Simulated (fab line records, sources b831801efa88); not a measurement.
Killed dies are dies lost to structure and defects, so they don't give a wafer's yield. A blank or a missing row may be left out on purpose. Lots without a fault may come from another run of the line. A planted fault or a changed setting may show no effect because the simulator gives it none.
Problem report in the 8D (eight disciplines) form, filled by code | flow gf180mcu | the parts of the form that need people (team, actions taken, sign-off) are left out

1. THE PROBLEM
oes_product_au at GF_PASSIVATION_ETCH_11 reads a mean of 0.838 a.u. on 12 wafers of 4 lots; wafers without a fault read 0.990 a.u. with a standard deviation of 0.005. That is -30 standard deviations from the usual mean.
The step: etches the open film in CF4/O2, stops on TiN, target depth 2040 nm, time 453.3 s.
First seen on wafer L553.2, day 30 17:19, on rie_diel-02. The record holds 48 wafers of 16 lots with a number at this step. Rule for "out", or "out of limits": more than 4 standard deviations from the usual mean. The other wafers with a number count as sound.

2. WHAT IT IS AND WHAT IT IS NOT
question                    | is                     | is not
which readings at this step | oes_product_au         | drypump_motor_current_A
which lots                  | L553, L554, L555, L556 | L548, L549, L550, L558, L559, L560, L561, L563, L565, L567, L569, L570
which wafers of those lots  | all that have a number | -
read on which tools         | rie_diel-02            | rie_diel-01, rie_diel-03
when                        | from day 30 17:19      | up to then (9 sound wafers); but 27 sound wafers of L558, L559, L560, L561, L563, L565, L567, L569, L570 came after

3. SUSPECTS, AND WHAT RULES EACH OUT
Counting: a tool at a process step up to the reading stays a suspect if it ran every lot that is out and no sound lot after the first of them.
- rie_diel-02 at GF_PASSIVATION_ETCH_11 (etches the open film in CF4/O2, stops on TiN, target depth 2040 nm, time 453.3 s): kept. It ran every lot that is out, first L553 (day 30 17:19), and no sound lot after that; its last sound lot up to then is L550 (day 29 23:40). Its own readings are out on those wafers: oes_product_au.
Left after counting: rie_diel-02 at GF_PASSIVATION_ETCH_11.

4. THE CAUSE (what the simulator had put in)
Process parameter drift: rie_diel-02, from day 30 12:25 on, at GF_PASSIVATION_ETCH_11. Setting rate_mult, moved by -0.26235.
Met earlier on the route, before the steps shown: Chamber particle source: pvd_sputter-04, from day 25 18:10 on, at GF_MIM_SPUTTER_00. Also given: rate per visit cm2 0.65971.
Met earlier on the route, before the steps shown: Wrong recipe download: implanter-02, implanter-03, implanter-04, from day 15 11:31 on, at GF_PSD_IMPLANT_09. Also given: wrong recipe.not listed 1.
Counting left only this tool.

5. THE CHAIN OF EFFECTS, in route order
Each row: a reading whose mean over the struck wafers that have a number lies more than 3 standard deviations from the usual. Only readings for which the record gives a usual standard deviation are gone through. hours: the time from each lot's start at the first step in this table that gives one to its start at this step, as a median over the lots. sigmas: the change in usual standard deviations.
hours | step                    | reading                  | usual      | on struck wafers | change | sigmas
0     | GF_PASSIVATION_ETCH_11  | oes_product_au           | 0.990 a.u. | 0.838            | -0.152 | -30
0     | GF_PASSIVATION_ETCH_11  | throttle_valve_pct       | 5.968 %    | 5.921            | -0.047 | -5.3
0     | GF_PASSIVATION_STRIP_12 | strip_time_to_endpoint_s | 32.93 s    | 36.92            | +3.99  | +23
The process steps in it:
- GF_PASSIVATION_ETCH_11: etches the open film in CF4/O2, stops on TiN, target depth 2040 nm, time 453.3 s.
- GF_PASSIVATION_STRIP_12: strips in O2/N2.

6. WHAT WOULD HAVE CAUGHT IT SOONER
In this record the first reading out of limits was taken at day 30 17:19, 5 hours after the fault began at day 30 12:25.
